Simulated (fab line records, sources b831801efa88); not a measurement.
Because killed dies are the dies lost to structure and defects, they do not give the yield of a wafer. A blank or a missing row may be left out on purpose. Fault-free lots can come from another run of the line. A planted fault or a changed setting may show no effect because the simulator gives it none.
A struck lot beside a sound one + flow sky130 + 44 out of 708 route steps
Sound: the wafers L581.3, L581.5, L581.6. Wafers struck: L579.1, L579.4, L579.6. The cause is named last.
Order at every step that has rows: each side's tool, ch and its chambers, its first start. Under that, the readings that differ: sound wafers + struck wafers + difference of the means + sigmas: that difference in standard deviations of wafers without a fault.
alike: readings with means less than 2 such deviations apart, plus words and numbers identical on both sides. not compared: withheld readings, readings lacking a value on some wafer, bounds such as >300 that could conceal the same value, and numbers that have no deviation in the record and whose values overlap.
The two part at a step that has a row with sigmas, a row that says differs or no value, or rows on one side only. Numbers that have no deviation but don't overlap get no sigmas and don't part them. Lack of a reading on every wafer of one side parts them only where that side has two or more wafers.

first, 2 steps without rows for these wafers: SKY_DNWELL_DEVELOP_06 (develop time 60 s); SKY_DNWELL_IMPLANT_07.
SKY_DNWELL_STRIP_08: strips in O2/N2.
  sound on plasma_asher-04 ch 0,1, day 6 13:18; struck on plasma_asher-02 ch 1, day 6 01:55
  alike: drypump_motor_current_A, o2_flow_sccm, oes_product_au, strip_time_to_endpoint_s
  not compared: rf_hours_counter_h
SKY_DNWELL_TW_MEAS_09:
  struck on film_metro-01, day 6 02:01; sound on film_metro-03, day 6 13:23
  alike: DNWELL_TW
then, 7 steps without rows for these wafers: SKY_PWDE_DEHYDRATE_00 (time 60 s); SKY_PWDE_HMDS_01 (prime time 60 s); SKY_PWDE_COAT_02 (resist thk 3000 nm); SKY_PWDE_SOFTBAKE_03; SKY_PWDE_EXPOSE_04 (exposes mask PWDEM, target cd 840 nm); SKY_PWDE_PEB_05; SKY_PWDE_DEVELOP_06 (develop time 60 s).
SKY_PWDE_OVL_MEAS_07:
  struck on overlay-01, day 6 21:22; sound on overlay-02, day 7 08:59
  alike: PWDE_OVL
SKY_PWDE_IMPLANT_08:
  sound on implanter-02 ch 0, day 7 09:04; struck on implanter-04 ch 0, day 6 21:24
| reading                          | sound                     | struck                       | difference | sigmas      |
|----------------------------------|---------------------------|------------------------------|------------|-------------|
| beam_on_s (s)                    | 10.21 10.09 9.84          | 11.49 11.18 11.13            | +1.22      | +7          |
| end_station_pressure_torr (Torr) | 4.46e-06 5.1e-06 5.01e-06 | 7.539e-05 7.51e-05 7.624e-05 | +7.072e-05 | +99 or more |
| faraday_current_uA               | 19.8 20.2 20.7            | 17.2 17.7 17.8               | -2.7       | -8          |
SKY_PWDE_STRIP_09: strips in O2/N2.
  sound on plasma_asher-01 ch 0,1, day 7 09:12; struck on plasma_asher-01 ch 1, day 6 21:33
  alike: drypump_motor_current_A, o2_flow_sccm, oes_product_au, strip_time_to_endpoint_s
  not compared: rf_hours_counter_h
SKY_PWDE_TW_MEAS_10:
  struck on film_metro-01, day 6 21:39; sound on film_metro-01, day 7 09:17
| reading | sound             | struck            | difference | sigmas |
|---------|-------------------|-------------------|------------|--------|
| PWDE_TW | 375.9 376.7 376.6 | 387.1 387.6 389.9 | +11.8      | +7     |
then, 7 steps without rows for these wafers: SKY_NWELL_DEHYDRATE_03 (time 60 s); SKY_NWELL_HMDS_04 (prime time 60 s); SKY_NWELL_COAT_05 (resist thk 2950 nm); SKY_NWELL_SOFTBAKE_06; SKY_NWELL_EXPOSE_07 (exposes mask NWM, target cd 840 nm); SKY_NWELL_PEB_08; SKY_NWELL_DEVELOP_09 (develop time 60 s).
SKY_NWELL_OVL_MEAS_10:
  struck on overlay-01, day 7 17:26; sound on overlay-01, day 8 05:03
  alike: NWELL_00_OVL
then, 3 steps without rows for these wafers: SKY_NWELL_IMPLANT_11; SKY_NWELL_IMPLANT_12; SKY_NWELL_IMPLANT_13.
SKY_NWELL_STRIP_14: strips in O2/N2.
  sound on plasma_asher-04 ch 0,1, day 8 05:33; struck on plasma_asher-04 ch 0,1, day 7 17:55
  alike: drypump_motor_current_A, o2_flow_sccm, oes_product_au, strip_time_to_endpoint_s
  not compared: rf_hours_counter_h
SKY_NWELL_TW_MEAS_15:
  struck on film_metro-02, day 7 18:01; sound on film_metro-03, day 8 05:38
  alike: NWELL_TW
then, 7 steps without rows for these wafers: SKY_NWELL_DEHYDRATE_16 (time 60 s); SKY_NWELL_HMDS_17 (prime time 60 s); SKY_NWELL_COAT_18 (resist thk 3000 nm); SKY_NWELL_SOFTBAKE_19; SKY_NWELL_EXPOSE_20 (exposes mask NWM COMPLEMENT, target cd 840 nm); SKY_NWELL_PEB_21; SKY_NWELL_DEVELOP_22 (develop time 57.6 s).
SKY_NWELL_OVL_MEAS_23:
  struck on overlay-01, day 8 13:50; sound on overlay-01, day 9 01:48
  alike: NWELL_01_OVL
then, 1 step without rows for these wafers: SKY_NWELL_IMPLANT_24.
SKY_NWELL_STRIP_25: strips in O2/N2.
  sound on plasma_asher-02 ch 0,1, day 9 02:00; struck on plasma_asher-04 ch 1, day 8 14:01
  alike: drypump_motor_current_A, o2_flow_sccm, oes_product_au, strip_time_to_endpoint_s
  not compared: rf_hours_counter_h
SKY_NWELL_TW_MEAS_26:
  struck on film_metro-03, day 8 14:07; sound on film_metro-02, day 9 02:05
  alike: NWELL_2_TW
then, 1 step without rows for these wafers: SKY_NWELL_CLEAN_27 (cleans in SC1/SC2, time 150 s).
SKY_NWELL_RTA_28: time 30 s.
  sound on rtp_anneal-01 ch 0, day 9 02:13; struck on rtp_anneal-01 ch 0, day 8 14:14
  alike: anneal_temp_c_max, chamber_o2_ppm, lamp_power_pct, wafer_temp_C_max
SKY_NWELL_RS_MEAS_29: the measuring method here is four-point-probe.
  struck on film_metro-01, day 8 14:20; sound on film_metro-03, day 9 02:19
  alike: NWELL_RS
SKY_NWELL_RS_MEAS_31: the measuring method here is four-point-probe.
  struck on film_metro-01, day 8 14:34; sound on film_metro-03, day 9 02:34
| reading          | sound          | struck         | difference | sigmas |
|------------------|----------------|----------------|------------|--------|
| PWDE_RS (ohm/sq) | 5286 5280 5278 | 4830 4830 4845 | -446       | -26    |
-- the record jumps here: 40 days lie between the struck wafers' starts before and after (it left off in module NWELL and takes up again in module PAD_OPEN, whose first step shown is number 708 of the route) --
SKY_PAD_OPEN_PROBE_99:
  struck on prober-02, day 48 22:34; sound on prober-02, day 49 08:41
| reading                                   | sound                         | struck              | difference | sigmas |
|-------------------------------------------|-------------------------------|---------------------|------------|--------|
| model.etest.res_p_drift_20v.line_ohm_um   | 1.179e+04 1.124e+04 1.144e+04 | 9852 1.009e+04 9642 | -1629      |        |
| model.etest.res_p_drift_20v.rs_ohm_sq     | 9923 9450 9663                | 8302 8401 8042      | -1430      |        |
| model.etest.res_pwde_under_gate.rs_ohm_sq | 6154 6166 6144                | 5519 5547 5550      | -616       |        |
  alike: killed_at_M0_to_M3, killed_at_M4_up, killed_at_contacts, killed_at_front_end, killed_at_other, killed_dies, killed_open, killed_short

WHERE THEY PART
Earliest at SKY_PWDE_IMPLANT_08; latest, in this record, at SKY_NWELL_RS_MEAS_31. Later steps at which nothing parts them and some readings are alike: SKY_PAD_OPEN_PROBE_99.

WHY: whatever the simulator had introduced
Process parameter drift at SKY_PWDE_IMPLANT_08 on implanter-04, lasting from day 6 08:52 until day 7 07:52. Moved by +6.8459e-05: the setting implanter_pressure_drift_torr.
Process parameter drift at SKY_PWDE_IMPLANT_08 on implanter-04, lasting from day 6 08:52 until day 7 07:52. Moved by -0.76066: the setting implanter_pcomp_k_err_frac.
